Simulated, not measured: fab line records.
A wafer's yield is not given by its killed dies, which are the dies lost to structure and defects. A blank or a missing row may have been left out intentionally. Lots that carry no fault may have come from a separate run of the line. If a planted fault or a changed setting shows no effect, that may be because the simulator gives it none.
Chamber matching :: flow sky130 :: SKY_LI_CONTACT_CMP_02 on cmp-02 has 4 sister chambers
The step polishes PSG. 8 wafers are shown with their chamber, then 8 later ones without.

## WAFERS WITH THEIR CHAMBER
wafer: L846.3
chamber: 0
motor current A (A): 13.7
time to endpoint s (s): 36.9

wafer: L847.2
chamber: 2
motor current A (A): 11.6
time to endpoint s (s): 30.1

wafer: L847.5
chamber: 1
motor current A (A): 12.8
time to endpoint s (s): 33.2

wafer: L848.1
chamber: 1
motor current A (A): 13.2
time to endpoint s (s): 31.4

wafer: L848.5
chamber: 3
motor current A (A): 10.7
time to endpoint s (s): 30.1

wafer: L849.1
chamber: 3
motor current A (A): 10.8
time to endpoint s (s): 30.4

wafer: L849.3
chamber: 0
motor current A (A): 13.0
time to endpoint s (s): 33.4

wafer: L849.6
chamber: 2
motor current A (A): 12.1
time to endpoint s (s): 29.0

## WAFERS MISSING THEIR CHAMBER
wafer: L850.2
motor current A (A): 13.1
time to endpoint s (s): 30.4

wafer: L850.4
motor current A (A): 13.1
time to endpoint s (s): 37.2

wafer: L850.6
motor current A (A): 13.0
time to endpoint s (s): 34.4

wafer: L854.2
motor current A (A): 11.8
time to endpoint s (s): 29.9

wafer: L854.6
motor current A (A): 13.6
time to endpoint s (s): 35.3

wafer: L863.2
motor current A (A): 10.4
time to endpoint s (s): 34.1

wafer: L863.5
motor current A (A): 11.6
time to endpoint s (s): 32.5

wafer: L863.6
motor current A (A): 12.9
time to endpoint s (s): 33.6

## THE CHAMBER EACH PASSED THROUGH
wafer: L850.2
from the rows above: 1
in truth: 1

wafer: L850.4
from the rows above: can't be placed: 0 or 1
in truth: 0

wafer: L850.6
from the rows above: can't be placed: 0 or 1
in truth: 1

wafer: L854.2
from the rows above: 2
in truth: 2

wafer: L854.6
from the rows above: can't be placed: 0 or 1
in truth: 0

wafer: L863.2
from the rows above: 3
in truth: 3

wafer: L863.5
from the rows above: can't be placed: 2 or 3 or 1
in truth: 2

wafer: L863.6
from the rows above: can't be placed: 1 or 0
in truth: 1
Correctly placed: 3 of 8. Can't be placed from these rows: 5 (the true chamber is among the candidates in 5). Number placed wrongly: 0.
How it was worked out, from the rows above alone: a wafer's distance from a chamber is the root of the sum, over the readings, of the square of ((its reading less the chamber's mean) divided by the reading's scatter). The wafer belongs to the nearest chamber; if the next one is less than 2 further off, it can't be placed. Each chamber's mean is taken over the wafers shown for it. The scatter: the root of (the sum of the squares of (reading less its chamber's mean) over the shown wafers, divided by (wafers less chambers)).
